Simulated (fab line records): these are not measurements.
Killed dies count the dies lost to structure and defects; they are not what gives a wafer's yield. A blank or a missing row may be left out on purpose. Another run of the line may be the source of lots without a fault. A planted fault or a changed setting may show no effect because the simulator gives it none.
The same fault as seen by 2 desks :: flow sky130 :: each desk has only its own numbers; what lay behind them comes last

## FOR THE TOOL OWNER'S DESK: rie_metal-04
The tool's own readings at SKY_METAL4_METAL_ETCH_18 (etches the open film in Cl2/BCl3, stops on SiO2, target depth 845 nm, time 183.1 s): means of the sampled wafers that have a number, for each lot that ran on this tool. If a lot's mean is further than 4 standard deviations from the usual mean, the lot is out of limits and carries the mark OUT (the distance appears in the brackets).
Columns: A = chamber_pressure_mTorr at SKY_METAL4_METAL_ETCH_18, usual 10.000 mTorr; B = drypump_motor_current_A at SKY_METAL4_METAL_ETCH_18, usual 6.0 A; C = he_backside_leak_sccm at SKY_METAL4_METAL_ETCH_18, usual 3.39 sccm; D = mfc_cl2_sccm at SKY_METAL4_METAL_ETCH_18, usual 60.01 sccm; E = oes_product_au at SKY_METAL4_METAL_ETCH_18, usual 0.866 a.u.; F = run_length_s at SKY_METAL4_METAL_ETCH_18, usual 211.2 s; G = throttle_valve_pct at SKY_METAL4_METAL_ETCH_18, usual 22.265 %
lot: L791
first seen here: day 41 21:34
A: 10.009
B: 6.4
C: 3.39
D: 60.12
E: 0.866
F: 211.6
G: 22.261

lot: L794
first seen here: day 42 21:42
A: 10.010
B: 6.5
C: 3.26
D: 60.19
E: 0.864
F: 211.6
G: 22.261

lot: L796
first seen here: day 43 10:03
A: 10.006
B: 6.4
C: 3.35
D: 60.19
E: 0.862
F: 211.7
G: 22.264

lot: L798
first seen here: day 44 03:33
A: 9.998
B: 6.4
C: 3.27
D: 60.11
E: 0.868
F: 211.7
G: 22.258

lot: L799
first seen here: day 44 05:55
A: 10.002
B: 6.4
C: 3.38
D: 60.00
E: 0.860
F: 211.7
G: 22.275

lot: L804
first seen here: day 45 10:28
A: 10.004
B: 6.4
C: 3.23
D: 59.89
E: 0.917 (+7.8) OUT
F: 201.0 (-21) OUT
G: 22.260

lot: L810
first seen here: day 46 21:29
A: 9.995
B: 6.5
C: 3.30
D: 60.16
E: 0.926 (+9.1) OUT
F: 195.4 (-32) OUT
G: 22.264
This desk's finding: out of limits on L804, L810; first on L804, day 45 10:28 (oes_product_au at SKY_METAL4_METAL_ETCH_18). L791, L794, L796, L798, L799 stayed within limits.

## AT THE METROLOGY DESK
Lot by lot, what the gauges showed, no matter which tool ran the lot: averages of those sampled wafers that carry a number. If a lot's mean is further than 4 standard deviations from the usual mean, the lot is out of limits and carries the mark OUT (the distance appears in the brackets).
Columns: A = LI_CONTACT_BOW at SKY_LI_CONTACT_BOW_MEAS_03, usual 55 um
lot: L791
first seen here: day 28 04:45
A: 52

lot: L792
first seen here: day 28 10:41
A: 50

lot: L793
first seen here: day 29 00:02
A: 51

lot: L794
first seen here: day 29 06:56
A: 50

lot: L795
first seen here: day 29 17:11
A: 57

lot: L796
first seen here: day 30 00:08
A: 57

lot: L797
first seen here: day 30 12:08
A: 48

lot: L798
first seen here: day 30 18:08
A: 56

lot: L799
first seen here: day 30 20:59
A: 58

lot: L800
first seen here: day 31 07:11
A: 50

lot: L803
first seen here: day 32 11:02
A: 57

lot: L804
first seen here: day 32 11:18
A: 53

lot: L810
first seen here: day 34 07:29
A: 54

lot: L813
first seen here: day 36 14:10
A: 56
This desk found nothing out of limits on any of the 14 lots.

## ALL TOGETHER
At day 45 10:28, on L804, L810, the tool owner's desk was in a position to raise an alarm.
Metrology desk: nothing out of limits seen.
The metrology desk has L804, L810 on record, within its limits.
SKY_METAL4_METAL_ETCH_18 was run on rie_metal-04 by each of the lots named.

## WHAT THE SIMULATOR PUT IN
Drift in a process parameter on rie_metal-04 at SKY_METAL4_METAL_ETCH_18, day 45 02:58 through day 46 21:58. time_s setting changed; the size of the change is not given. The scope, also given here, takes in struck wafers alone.
Lots struck among those shown: L804, L810.
How many hours passed from the start of the fault until each desk's first out-of-limits reading: the tool owner's desk, 7.
